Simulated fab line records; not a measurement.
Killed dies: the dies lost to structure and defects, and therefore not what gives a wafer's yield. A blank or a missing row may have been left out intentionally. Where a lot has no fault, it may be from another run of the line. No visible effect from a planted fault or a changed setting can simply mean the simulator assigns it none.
A struck lot beside a sound one	flow sky130	15 steps out of a route of 708
Sound: the wafers L552.1, L552.2, L552.6. Wafers struck: L543.3, L543.4, L543.5. The cause comes at the end.
Each step with rows lists, per side, the tool, then ch with its chambers, then its first start. Under that, the readings that differ: sound wafers	struck wafers	difference of the means	sigmas: that difference in standard deviations of wafers without a fault.
alike: a reading whose means differ by less than 2 such deviations, as well as words and numbers matching on both sides. not compared: withheld readings; readings where some wafer has no value; bounds like >300 that might hide an equal value; numbers whose values overlap and for which the record gives no deviation.
A row with sigmas, a row that says differs or no value, or rows on one side alone: a step with any of these is where the two part. Numbers that don't overlap but have no deviation are shown without sigmas and don't part them. A reading missing from all wafers of one side parts the sides only when that side holds two or more wafers.

first, 4 steps without rows for these wafers: SKY_LI_CONTACT_SOFTBAKE_08 (time 90 s); SKY_LI_CONTACT_EXPOSE_09 (exposes mask LICM1, target cd 170 nm); SKY_LI_CONTACT_PEB_10; SKY_LI_CONTACT_DEVELOP_11 (develop time 60 s).
SKY_LI_CONTACT_CD_MEAS_12: the cd target is 170 nm.
  struck on cd_sem-01, day 31 09:38; sound on cd_sem-01, day 34 11:02
  alike: cd_nm
SKY_LI_CONTACT_OVL_MEAS_13:
  struck on overlay-01, day 31 09:43; sound on overlay-02, day 34 11:10
  alike: LI_CONTACT_OVL
SKY_LI_CONTACT_ETCH_14: etches BARC in N2/H2, stops on SiO2, time 45.9 s, target depth 60 nm.
  sound on rie_diel-01 ch 1,2, day 34 11:11; struck on rie_diel-01 ch 2,3, day 31 09:44
  alike: drypump_motor_current_A, oes_product_au, throttle_valve_pct
  not compared: rf_hours_counter_h
SKY_LI_CONTACT_ETCH_15: etches PSG in C4F8/O2/Ar, stops on Si, target depth 600 nm.
  sound on rie_diel-01 ch 1,2, day 34 11:14; struck on rie_diel-01 ch 2,3, day 31 09:47
  alike: oes_product_au
SKY_LI_CONTACT_STRIP_16: strips in O2/N2.
  sound on plasma_asher-01 ch 0,1, day 34 11:19; struck on plasma_asher-02 ch 0,1, day 31 09:54
  alike: drypump_motor_current_A, oes_product_au, strip_time_to_endpoint_s
  not compared: rf_hours_counter_h
then, 2 steps without rows for these wafers: SKY_LI_CONTACT_CLEAN_17 (cleans in NMP, time 600 s); SKY_LI_CONTACT_PRE_CLEAN_18 (time 5.6 s).
SKY_LI_CONTACT_SPUTTER_19: material Ti, target thk 20 nm, time 106.37 s.
  struck on pvd_sputter-04, day 31 10:11; sound on pvd_sputter-01, day 34 11:38
  alike: cathode_dc_power_W, chamber_pressure_pa, throttle_valve_pct
SKY_LI_CONTACT_SPUTTER_20: material TiN, target thk 20 nm, time 80 s.
  struck on pvd_sputter-04, day 31 10:16; sound on pvd_sputter-01, day 34 11:43
  no value came back on the struck wafers for cathode_dc_power_W (W), chamber_pressure_pa (Pa), throttle_valve_pct (%); on the sound wafers cathode_dc_power_W (W) reads 4000.3 4000.4 3999.3
SKY_LI_CONTACT_CVD_21: deposits W, target thk 400 nm, time 120.56 s.
  sound on cvd_w-02 ch 0,1, day 34 11:46; struck on cvd_w-02 ch 0, day 31 10:24
  alike: heater_power_outer_w, heater_power_w
-- record jumps: 16 days separate the struck wafers' starts on either side; left off in module LI_CONTACT, taken up again in module PAD_OPEN, whose first shown step is the route's number 708 --
SKY_PAD_OPEN_PROBE_99:
  only the struck wafers here have rows in the record (prober-01, day 47 12:59); the sound ones have none

WHERE THEY PART
First at SKY_LI_CONTACT_SPUTTER_20; last, within this record, at SKY_PAD_OPEN_PROBE_99.

WHY: what had been put in by the simulator
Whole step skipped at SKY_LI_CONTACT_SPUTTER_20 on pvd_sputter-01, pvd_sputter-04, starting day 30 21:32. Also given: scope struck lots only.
